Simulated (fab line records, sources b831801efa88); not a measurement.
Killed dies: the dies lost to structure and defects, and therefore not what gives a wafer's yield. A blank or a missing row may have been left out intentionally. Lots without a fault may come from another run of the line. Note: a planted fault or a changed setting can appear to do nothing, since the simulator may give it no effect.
fab line records + flow sky130
record:
- lots: 6
- wafers: 18
- last_day: 50
route steps=708 shown RES_PROTECT@214 POLY_GATE@217
lots that met no fault: taken from a fault-free run of the same line
start_h: the number of hours between the record's first day and the start of the first shown wafer of the lot + wait_h: time in hours since the lot's previous step + " identical to the entry in the row above + L1.1+2: a row that stands for several wafers + - no value present, or no start provided + * or withheld: withheld + < > ~ a bound
route shown NAME@n: a module of which the file shows steps, and the number in the route of the first + usual: the fault-free wafers' mean and standard deviation + same: alike in all rows + chamber/n: place in a boat + sites: the reading at each site + _std_site: their standard deviation + _edge_site: the outer-site mean with the inner-site mean subtracted + radius_mm: how far each site lies from the wafer's centre + mask NAME#n: copy n + behind: the last tool/chamber to shape the wafer + hold: what put the lot on hold/how long, in hours/how the hold closed + device: whichever transistor did not switch (one of n, p or np) + end of line: the route-end tests of the same wafers + a step given without rows: its recipe and nothing more + killed: dies lost to structure and defects at the first sort, not the wafer's yield + map: the dies of a wafer, with x for killed, . for not killed, _ for no die there
set.NAME: the setting that was run; set.NAME@STEP: the one run at that earlier step + model.NAME: the simulator's own value behind a step, which no gauge read
lots at selected steps of the route; one table per step, one row per wafer
services: the hour from which a tool's chamber was out of use, counted from the record's first day as start_h (under 0 if before that day), plus the number of hours and why
== steps ==
step: SKY_RES_PROTECT_STRIP_07
recipe:
- chemistry: O2/N2
- power_w: 1400
- pressure_mtorr: 1500
- platen_temp_c: withheld
- o2_flow_sccm: 3000
- n2_flow_sccm: 300
- overash_fraction: 0.5
usual:
- drypump_motor_current_A: 5.8/0.32
- oes_product_au: 0.518/0.0045
- strip_time_to_endpoint_s: 23.30/0.044
| lot.wafer | tool            | chamber | start_h | wait_h | drypump_motor_current_A | oes_product_au | rf_hours_counter_h | strip_time_to_endpoint_s |
|-----------|-----------------|---------|---------|--------|-------------------------|----------------|--------------------|--------------------------|
| L328.1    | plasma_asher-01 | 0       | 345.01  | 0.1    | 5.5                     | 0.522          | 22                 | 23.28                    |
| L328.2    | "               | 1       | "       | "      | 6.2                     | 0.523          | 22                 | 23.31                    |
| L328.3    | "               | 0       | "       | "      | 5.5                     | 0.521          | -                  | 23.35                    |
| L330.2    | plasma_asher-02 | 1       | 377.17  | 0.1    | 5.6                     | 0.517          | 66                 | 23.30                    |
| L330.3    | "               | 1       | "       | "      | 5.6                     | 0.522          | -                  | 23.25                    |
| L330.5    | "               | 1       | "       | "      | 5.6                     | 0.519          | -                  | 23.31                    |
| L346.1    | plasma_asher-01 | 0       | 504.61  | 0.1    | 5.5                     | 0.522          | 37                 | 23.41                    |
| L346.2    | "               | 1       | "       | "      | 6.2                     | 0.518          | 37                 | 23.38                    |
| L346.4    | "               | 0       | "       | "      | 5.5                     | 0.520          | -                  | 23.36                    |
| L347.3    | plasma_asher-02 | 0       | 511.71  | 0.1    | 5.6                     | 0.522          | -                  | 23.30                    |
| L347.5    | "               | 1       | "       | "      | 5.6                     | 0.514          | -                  | 23.35                    |
| L347.6    | "               | 0       | "       | "      | 5.6                     | 0.516          | -                  | 23.32                    |
| L349.1    | plasma_asher-01 | 0       | 525.86  | 0.1    | 5.5                     | 0.515          | 39                 | 23.30                    |
| L349.4    | "               | 0       | "       | "      | 5.5                     | 0.512          | -                  | 23.28                    |
| L349.6    | "               | 0       | "       | "      | 5.5                     | 0.523          | -                  | 23.27                    |
| L350.3    | plasma_asher-04 | 1       | 527.29  | 0.1    | 5.4                     | 0.525          | -                  | 23.18                    |
| L350.5    | "               | 0       | "       | "      | 6.0                     | 0.521          | -                  | 23.28                    |
| L350.6    | "               | 1       | "       | "      | 5.4                     | 0.518          | -                  | 23.27                    |
step: SKY_RES_PROTECT_TW_MEAS_08
usual:
- POLY_GATE_TW: 4050/34
| lot.wafer | tool          | chamber | start_h | wait_h | POLY_GATE_TW |
|-----------|---------------|---------|---------|--------|--------------|
| L328.1    | film_metro-04 | -       | 345.11  | 0.1    | 4073         |
| L328.2    | "             | -       | "       | "      | 4059         |
| L328.3    | "             | -       | "       | "      | 4068         |
| L330.2    | film_metro-04 | -       | 377.28  | 0.1    | 4050         |
| L330.3    | "             | -       | "       | "      | 4075         |
| L330.5    | "             | -       | "       | "      | 4086         |
| L346.1    | film_metro-04 | -       | 504.71  | 0.1    | 4065         |
| L346.2    | "             | -       | "       | "      | 4055         |
| L346.4    | "             | -       | "       | "      | 4069         |
| L347.3    | film_metro-02 | -       | 511.79  | 0.1    | 4100         |
| L347.5    | "             | -       | "       | "      | 4096         |
| L347.6    | "             | -       | "       | "      | 4093         |
| L349.1    | film_metro-02 | -       | 525.96  | 0.1    | 4103         |
| L349.4    | "             | -       | "       | "      | 4131         |
| L349.6    | "             | -       | "       | "      | 4111         |
| L350.3    | film_metro-03 | -       | 527.38  | 0.1    | 4055         |
| L350.5    | "             | -       | "       | "      | 4022         |
| L350.6    | "             | -       | "       | "      | 4019         |
step: SKY_RES_PROTECT_CLEAN_09
recipe:
- chemistry: SC1/SC2
- mix: 1:4:20
- temp_c: 70
- time_s: 150
- dry: n2_spin
step: SKY_POLY_GATE_CVD_03
recipe:
- material: Si3N4
- precursor: DCS/NH3
- target_thk_nm: 75
- temp_c: 770
- time_s: 1290
- pressure_mtorr: 250
step: SKY_POLY_GATE_THK_MEAS_04
recipe:
- reads: Si3N4_of_POLY_GATE_CVD_03
usual:
- POLY_GATE_CVD_03_THK: 75.3/0.6
| lot.wafer | tool          | chamber | start_h | wait_h | POLY_GATE_CVD_03_THK[nm] |
|-----------|---------------|---------|---------|--------|--------------------------|
| L328.1    | film_metro-03 | -       | 346.58  | 0.0    | 75.6                     |
| L328.2    | "             | -       | "       | "      | 75.4                     |
| L328.3    | "             | -       | "       | "      | 74.9                     |
| L330.2    | film_metro-04 | -       | 378.75  | 0.0    | 74.5                     |
| L330.3    | "             | -       | "       | "      | 74.5                     |
| L330.5    | "             | -       | "       | "      | 74.5                     |
| L346.1    | film_metro-03 | -       | 506.18  | 0.0    | 75.6                     |
| L346.2    | "             | -       | "       | "      | 75.7                     |
| L346.4    | "             | -       | "       | "      | 75.5                     |
| L347.3    | film_metro-01 | -       | 513.35  | 0.0    | 74.3                     |
| L347.5    | "             | -       | "       | "      | 74.0                     |
| L347.6    | "             | -       | "       | "      | 74.4                     |
| L349.1    | film_metro-01 | -       | 527.43  | 0.0    | 74.8                     |
| L349.4    | "             | -       | "       | "      | 75.4                     |
| L349.6    | "             | -       | "       | "      | 75.0                     |
| L350.3    | film_metro-04 | -       | 528.85  | 0.0    | 75.5                     |
| L350.5    | "             | -       | "       | "      | 75.4                     |
| L350.6    | "             | -       | "       | "      | 75.0                     |
step: SKY_POLY_GATE_DEHYDRATE_05
recipe:
- temp_c: 200
- time_s: 60
step: SKY_POLY_GATE_HMDS_06
recipe:
- prime_time_s: 60
- prime_temp_c: 120
step: SKY_POLY_GATE_COAT_07
recipe:
- resist: BARC
- temp_c: withheld
- time_s: withheld
- spin_rpm: 3000
- resist_thk_nm: 110
step: SKY_POLY_GATE_COAT_08
recipe:
- resist: KrF-thick
- spin_rpm: 3000
- resist_thk_nm: 450
step: SKY_POLY_GATE_SOFTBAKE_09
recipe:
- temp_c: 100
- time_s: 91.16
- resist: KrF-thick
usual:
- plate_sensor_t_centre_C: 100.88/0.01
- plate_sensor_t_edge_C: 100.95/0.0098
| lot.wafer | tool           | chamber | start_h | wait_h | plate_sensor_t_centre_C | plate_sensor_t_edge_C |
|-----------|----------------|---------|---------|--------|-------------------------|-----------------------|
| L328.1    | litho_track-02 | 0       | -       | -      | 100.89                  | 100.95                |
| L328.2    | "              | 0       | "       | "      | 100.89                  | 100.96                |
| L328.3    | "              | 0       | "       | "      | 100.88                  | 100.95                |
| L330.2    | litho_track-01 | 0       | -       | -      | 100.89                  | 100.97                |
| L330.3    | "              | 0       | "       | "      | 100.87                  | 100.95                |
| L330.5    | "              | 0       | "       | "      | 100.87                  | 100.96                |
| L346.1    | litho_track-01 | 0       | -       | -      | 100.89                  | 100.97                |
| L346.2    | "              | 0       | "       | "      | 100.88                  | 100.97                |
| L346.4    | "              | 0       | "       | "      | 100.89                  | 100.96                |
| L347.3    | litho_track-03 | 0       | -       | -      | 100.88                  | 100.97                |
| L347.5    | "              | 0       | "       | "      | 100.88                  | 100.97                |
| L347.6    | "              | 0       | "       | "      | 100.89                  | 100.96                |
| L349.1    | litho_track-03 | 0       | -       | -      | 100.88                  | 100.96                |
| L349.4    | "              | 0       | "       | "      | 100.89                  | 100.96                |
| L349.6    | "              | 0       | "       | "      | 100.89                  | 100.95                |
| L350.3    | litho_track-02 | 0       | -       | -      | 100.89                  | 100.97                |
| L350.5    | "              | 0       | "       | "      | 100.88                  | 100.94                |
| L350.6    | "              | 0       | "       | "      | 100.86                  | 100.97                |
step: SKY_POLY_GATE_EXPOSE_10
recipe:
- mask_id: P1M
- na: 0.68
- source_shape: conventional
- sigma_outer: 0.6
- target_cd_nm: 150
- dose_mj: 28
step: SKY_POLY_GATE_PEB_11
recipe:
- peb_temp_c: withheld
- peb_time_s: withheld
- resist: KrF-thick
step: SKY_POLY_GATE_DEVELOP_12
recipe:
- develop_time_s: 60
- resist: KrF-thick
- dev_temp_c: 21
usual:
- chill_plate_temp_C: 23.00/0.12
- develop_time_s: 60/0
| lot.wafer | tool           | chamber | start_h | wait_h | chill_plate_temp_C | develop_time_s | model.KrF-thick_of_POLY_GATE_COAT_08.thk_nm |
|-----------|----------------|---------|---------|--------|--------------------|----------------|---------------------------------------------|
| L328.1    | litho_track-01 | 0       | 374     | -      | 22.97              | 60             | 439.6                                       |
| L328.2    | "              | 0       | "       | "      | 23.03              | 60             | 438.7                                       |
| L328.3    | "              | 0       | "       | "      | 22.94              | 60             | 437.4                                       |
| L330.2    | litho_track-02 | 0       | 406     | -      | 23.05              | 60             | 438.1                                       |
| L330.3    | "              | 0       | "       | "      | 22.83              | 60             | 438                                         |
| L330.5    | "              | 0       | "       | "      | 22.89              | 60             | 438.7                                       |
| L346.1    | litho_track-01 | -       | 536     | -      | -                  | -              | 451.4                                       |
| L346.2    | "              | -       | "       | "      | -                  | -              | 452.1                                       |
| L346.4    | "              | -       | "       | "      | -                  | -              | 450.6                                       |
| L347.3    | litho_track-01 | -       | 543     | -      | -                  | -              | 451.1                                       |
| L347.5    | "              | -       | "       | "      | -                  | -              | 450.2                                       |
| L347.6    | "              | -       | "       | "      | -                  | -              | 450.9                                       |
| L349.1    | litho_track-03 | 0       | 557     | -      | 22.89              | 60             | 438                                         |
| L349.4    | "              | 0       | "       | "      | 22.94              | 60             | 436.2                                       |
| L349.6    | "              | 0       | "       | "      | 22.97              | 60             | 436.6                                       |
| L350.3    | litho_track-02 | 0       | 558     | -      | 23.23              | 60             | 437.7                                       |
| L350.5    | "              | 0       | "       | "      | 23.07              | 60             | 436.7                                       |
| L350.6    | "              | 0       | "       | "      | 23.05              | 60             | 437.1                                       |
step: SKY_POLY_GATE_CD_MEAS_13
recipe:
- target_cd_nm: 150
usual:
- cd_nm: 149.8/1.4
| lot.wafer | tool      | chamber | start_h | wait_h | cd_nm |
|-----------|-----------|---------|---------|--------|-------|
| L328.1    | cd_sem-02 | -       | 374.58  | -      | 151.1 |
| L328.2    | "         | -       | "       | "      | 149.0 |
| L328.3    | "         | -       | "       | "      | 150.1 |
| L330.2    | cd_sem-01 | -       | 406.74  | -      | 151.1 |
| L330.3    | "         | -       | "       | "      | 151.3 |
| L330.5    | "         | -       | "       | "      | 151.1 |
| L346.1    | cd_sem-01 | -       | 536.88  | -      | -     |
| L346.2    | "         | -       | "       | "      | -     |
| L346.4    | "         | -       | "       | "      | -     |
| L347.3    | cd_sem-01 | -       | 543.57  | -      | -     |
| L347.5    | "         | -       | "       | "      | -     |
| L347.6    | "         | -       | "       | "      | -     |
| L349.1    | cd_sem-02 | -       | 557.91  | -      | 148.6 |
| L349.4    | "         | -       | "       | "      | 148.4 |
| L349.6    | "         | -       | "       | "      | 149.3 |
| L350.3    | cd_sem-02 | -       | 558.91  | -      | 148.6 |
| L350.5    | "         | -       | "       | "      | 150.9 |
| L350.6    | "         | -       | "       | "      | 149.4 |
== services ==
| tool            | chamber | start_h | hours | kind       |
|-----------------|---------|---------|-------|------------|
| plasma_asher-01 | -       | 328.56  | 1.8   | repair     |
| plasma_asher-01 | -       | 338.41  | 5.7   | repair     |
| plasma_asher-01 | -       | 401.96  | 5.5   | repair     |
| plasma_asher-02 | -       | 421.25  | 9.0   | pm         |
| plasma_asher-02 | 0       | 421.25  | 9.0   | vent_cycle |
| plasma_asher-02 | 1       | 421.25  | 9.0   | vent_cycle |
| plasma_asher-04 | -       | 423.73  | 0.3   | repair     |
| plasma_asher-02 | 0       | 430.25  | -     | clean      |
| plasma_asher-02 | 1       | 430.25  | -     | clean      |
| plasma_asher-01 | -       | 455.59  | 0.7   | repair     |
== key ==
first_sign:
- step: SKY_POLY_GATE_DEVELOP_12
- reading: tool_record
- direction: missing
effect none on later readings
model_effect:
- step: SKY_POLY_GATE_DEVELOP_12
- value: KrF-thick_of_POLY_GATE_COAT_08.thk_nm
- without: 437
- struck: 451.1
met_at SKY_POLY_GATE_DEVELOP_12
struck_wafers L346.1,L346.2,L346.4,L347.3,L347.5,L347.6
later_rows_left_out L346.1,L346.2,L346.4,L347.3,L347.5,L347.6
sort_left_out L346.1,L346.2,L346.4,L347.3,L347.5,L347.6
tester_left_out L346,L347
onset_between 374 536
fault:
- kind: skipped_step_whole
- tool: litho_track-01
- chamber: -
- onset_h: 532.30
- steps: SKY_POLY_GATE_DEVELOP_12
- scope: struck_lots_only
tester_left_out: of these lots the tester's yield and bins aren't shown, on N5 and GAA mostly nor the transistor test; their killed dies are dies lost to structure and defects alone, not to doping, threshold or leakage, so they don't give the yield
sort_left_out: the simulated sort isn't trusted on such a fault, so these wafers' sort isn't shown, and their yield isn't known
later_rows_left_out: the simulator's readings of these wafers behind a module that went badly wrong aren't trusted and aren't shown, but for the sort
